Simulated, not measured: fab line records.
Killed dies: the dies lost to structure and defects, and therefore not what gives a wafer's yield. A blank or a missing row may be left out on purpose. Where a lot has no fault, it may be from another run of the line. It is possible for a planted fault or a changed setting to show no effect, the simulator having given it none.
Commonality check across tools	flow gf180mcu	Sample size 13 lots and 39 wafers

REASON FOR OPENING
Of 13 lots, 2 have the reading HV_LDD_4_TW flagged at GF_HV_LDD_TW_MEAS_50. No-fault wafers: 573, standard deviation 4.4.
Rule: a lot is flagged when every wafer of it that has a number lies more than 4 standard deviations from that mean, or none has a number. The rest of the lots are taken to be sound.

lot	measured	on	HV_LDD_4_TW, wafer by wafer	flag
L310	day 13 01:49	film-metro-03	576 574 576	
L311	day 13 05:01	film-metro-03	578 576 577	
L315	day 14 18:52	film-metro-02	574 575 571	
L316	day 15 04:40	film-metro-03	526 525 527	FLAGGED
L317	day 15 12:29	film-metro-02	529 527 526	FLAGGED
L322	day 17 01:28	film-metro-02	571 574 571	
L323	day 17 13:17	film-metro-02	573 572 573	
L325	day 17 20:17	film-metro-04	563 562 562	
L326	day 18 05:16	film-metro-03	572 578 574	
L327	day 18 10:37	film-metro-02	577 576 573	
L328	day 18 17:13	film-metro-03	576 573 575	
L330	day 19 14:55	film-metro-02	578 572 573	
L331	day 20 06:10	film-metro-03	573 572 570	
The numbers of the flagged lots are 527 on average: -46 against the usual, or -11 standard deviations.

LOT BY LOT: THE TOOL USED
Before the reading, the record contains 2 process steps out of a 602-step route. Every cell lists first the tool, next ch and the chambers used by the sampled wafers, and last the start.
lot	flag	GF_POLY_GATE_ETCH_12	GF_HV_LDD_IMPLANT_48
L310		rie-diel-04 ch 0,2,3, day 9 19:13	implanter-03 ch 0, day 13 01:35
L311		rie-diel-04 ch 0,2,3, day 9 22:34	implanter-03 ch 0, day 13 04:46
L315		rie-diel-04 ch 1,2, day 11 05:34	implanter-02 ch 0, day 14 18:37
L316	FLAGGED	rie-diel-04 ch 0,3, day 11 12:58	implanter-03 ch 0, day 15 04:25
L317	FLAGGED	rie-diel-01 ch 0,2,3, day 11 20:13	implanter-03 ch 0, day 15 12:17
L322		rie-diel-02 ch 1,2,3, day 13 07:37	implanter-02 ch 0, day 17 01:13
L323		rie-diel-01 ch 0,1,2, day 13 18:13	implanter-01 ch 0, day 17 13:04
L325		rie-diel-04 ch 1,2,3, day 14 02:28	implanter-02 ch 0, day 17 20:04
L326		rie-diel-01 ch 0,2,3, day 14 09:10	implanter-03 ch 0, day 18 05:01
L327		rie-diel-01 ch 0,2,3, day 14 14:46	implanter-02 ch 0, day 18 10:23
L328		rie-diel-04 ch 0,1,2, day 14 19:55	implanter-03 ch 0, day 18 16:59
L330		rie-diel-04 ch 2,3, day 15 13:10	implanter-03 ch 0, day 19 14:40
L331		rie-diel-01 ch 0,1,2, day 16 04:01	implanter-03 ch 0, day 20 05:56
These steps, and what they do:
- GF_POLY_GATE_ETCH_12: etches BARC in N2/H2.
- GF_HV_LDD_IMPLANT_48
- GF_HV_LDD_TW_MEAS_50

FLAGGED AGAINST TOTAL, ONE TOOL AT A TIME (gauges that did the reading follow at the end)
step	tool	lots run	flagged	share of the flagged lots	sound lots run after its first flagged lot
GF_POLY_GATE_ETCH_12	rie-diel-01	5	1	some	4 (L323,L326,L327,L331)
GF_POLY_GATE_ETCH_12	rie-diel-02	1	0	none	-
GF_POLY_GATE_ETCH_12	rie-diel-04	7	1	some	3 (L325,L328,L330)
GF_HV_LDD_IMPLANT_48	implanter-01	1	0	none	-
GF_HV_LDD_IMPLANT_48	implanter-02	4	0	none	-
GF_HV_LDD_IMPLANT_48	implanter-03	8	2	all	4 (L326,L328,L330,L331)
GF_HV_LDD_TW_MEAS_50	film-metro-02	6	1	some	4 (L322,L323,L327,L330)
GF_HV_LDD_TW_MEAS_50	film-metro-03	6	1	some	3 (L326,L328,L331)
GF_HV_LDD_TW_MEAS_50	film-metro-04	1	0	none	-

WHAT THE TABLE ALLOWS
1 row of the table ran every flagged lot: implanter-03 at GF_HV_LDD_IMPLANT_48.
- implanter-03 at GF_HV_LDD_IMPLANT_48: 2 of its 8 lots flagged. Sound lots ran on it after the first flagged one (L326, L328, L330, L331), which a lasting fault on the whole tool wouldn't allow. Its own readings lie more than 4 standard deviations out on every wafer of the flagged lots: beam-energy-keV.
No row of the table ran every flagged lot and no sound lot after the first.

WHAT THE SIMULATOR HAD PUT IN
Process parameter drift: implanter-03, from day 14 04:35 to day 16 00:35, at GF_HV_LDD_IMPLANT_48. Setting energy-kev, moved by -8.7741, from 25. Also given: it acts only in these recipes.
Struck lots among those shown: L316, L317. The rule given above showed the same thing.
